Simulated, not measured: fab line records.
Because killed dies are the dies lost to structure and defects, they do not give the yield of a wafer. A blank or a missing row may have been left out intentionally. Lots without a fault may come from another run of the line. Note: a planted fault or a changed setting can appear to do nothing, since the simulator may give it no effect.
Comparing a struck lot with a sound one | flow gf180mcu | 17 steps out of a route of 602
Sound: the wafers L971.2, L971.5, L971.6. Struck: wafer L978.5 (left out: L978.1, L978.3 of the same lot, which were not struck); the cause appears at the end.
Per side, at each step with rows, come the tool, then ch with its chambers, and then its first start. Under that, the readings that differ: sound wafers | struck wafers | difference of the means | sigmas: that difference in standard deviations of wafers without a fault.
alike: readings with means less than 2 such deviations apart, plus words and numbers identical on both sides. not compared: withheld readings, readings lacking a value on some wafer, bounds such as >300 that could conceal the same value, and numbers that have no deviation in the record and whose values overlap.
The two part at a step that has a row with sigmas, a row that says differs or no value, or rows on one side only. Numbers that don't overlap but have no deviation are shown without sigmas and don't part them. Lack of a reading on every wafer of one side parts them only where that side has two or more wafers.

first, 4 steps without rows for these wafers: GF_M3_SOFTBAKE_10 (time 57.13 s); GF_M3_EXPOSE_11 (exposes mask Metal3, target cd 280 nm); GF_M3_PEB_12 (peb time 90 s); GF_M3_DEVELOP_13 (develop time 60 s).
GF_M3_CD_MEAS_14 targets a cd of 280 nm.
  sound on cdSem-01, day 24 08:35; struck on cdSem-01, day 26 04:28
reading   | sound             | struck | difference | sigmas
cdNm (nm) | 278.7 279.6 280.0 | 281.9  | +2.5       | +2
GF_M3_OVL_MEAS_15:
  sound on overlay-01, day 24 08:41; struck on overlay-02, day 26 04:35
  alike: M3_OVL
GF_M3_METAL_ETCH_16: etches the open film in Cl2/BCl3, stops on SiO2, target depth 627.5 nm, time 104.6 s.
  sound on rieMetal-01 ch 0,1, day 24 08:43; struck on rieMetal-02 ch 0, day 26 04:38
  alike: biasW, drypumpMotorCurrentA, heBacksideLeakSccm, mfcCl2Sccm, oesProductAu, throttleValvePct
  not compared: rfHoursCounterH
GF_M3_STRIP_17: strips in O2/N2.
  sound on plasmaAsher-04 ch 0,1, day 24 08:50; struck on plasmaAsher-02 ch 0, day 26 04:51
  alike: drypumpMotorCurrentA, heaterPowerW, oesProductAu, platenTempC, stripTimeToEndpointS
  not compared: rfHoursCounterH
then, 3 steps without rows for these wafers: GF_M3_STRIP_18 (strips in post etch residue remover, time 1200 s); GF_M3_CLEAN_19 (cleans in DIW); GF_V3_CVD_00 (deposits SiO2, target thk 600 nm, time 100 s).
GF_V3_THK_MEAS_01:
  sound on filmMetro-01, day 24 09:27; struck on filmMetro-02, day 26 05:34
  alike: V3_CVD_00_THK
GF_V3_CVD_02: deposits SiO2 from TEOS, target thk 850 nm, time 94.851 s.
  sound on pecvd-04 ch 0,1,2, day 24 09:30; struck on pecvd-04 ch 2, day 26 05:38
reading                            | sound             | struck | difference | sigmas
model.SiO2_of_V3_CVD_02.thkNm (nm) | 833.9 853.6 837.6 | 1126   | +284       | 
  alike: heaterPowerW
  not compared: sinceWetCleanH
GF_V3_THK_MEAS_03:
  sound on filmMetro-03, day 24 09:35; struck on filmMetro-01, day 26 05:41
reading            | sound       | struck | difference | sigmas
V3_CVD_02_THK (nm) | 834 853 838 | 1126   | +284       | +26
GF_V3_CMP_04: polishes SiO2.
  sound on cmp-02 ch 2,3, day 24 09:38; struck on cmp-01 ch 0, day 26 05:45
reading             | sound    | struck | difference | sigmas
timeToEndpointS (s) | 85 91 86 | 168    | +81        | +12
  alike: motorCurrentA
GF_V3_BOW_MEAS_05:
  sound on filmMetro-01, day 24 09:57; struck on filmMetro-02, day 26 06:03
  alike: V3_BOW
-- the record jumps here: 7 days lie between the struck wafers' starts before and after (it left off in module V3 and takes up again in module PASSIVATION, whose first step shown is number 602 of the route) --
GF_PASSIVATION_PROBE_99:
  only the struck wafers here have rows in the record (prober-01, day 33 03:29); the sound ones have none

WHERE THEY PART
Last at GF_PASSIVATION_PROBE_99 as far as this record goes, first at GF_M3_CD_MEAS_14.

WHY: what had been put in by the simulator
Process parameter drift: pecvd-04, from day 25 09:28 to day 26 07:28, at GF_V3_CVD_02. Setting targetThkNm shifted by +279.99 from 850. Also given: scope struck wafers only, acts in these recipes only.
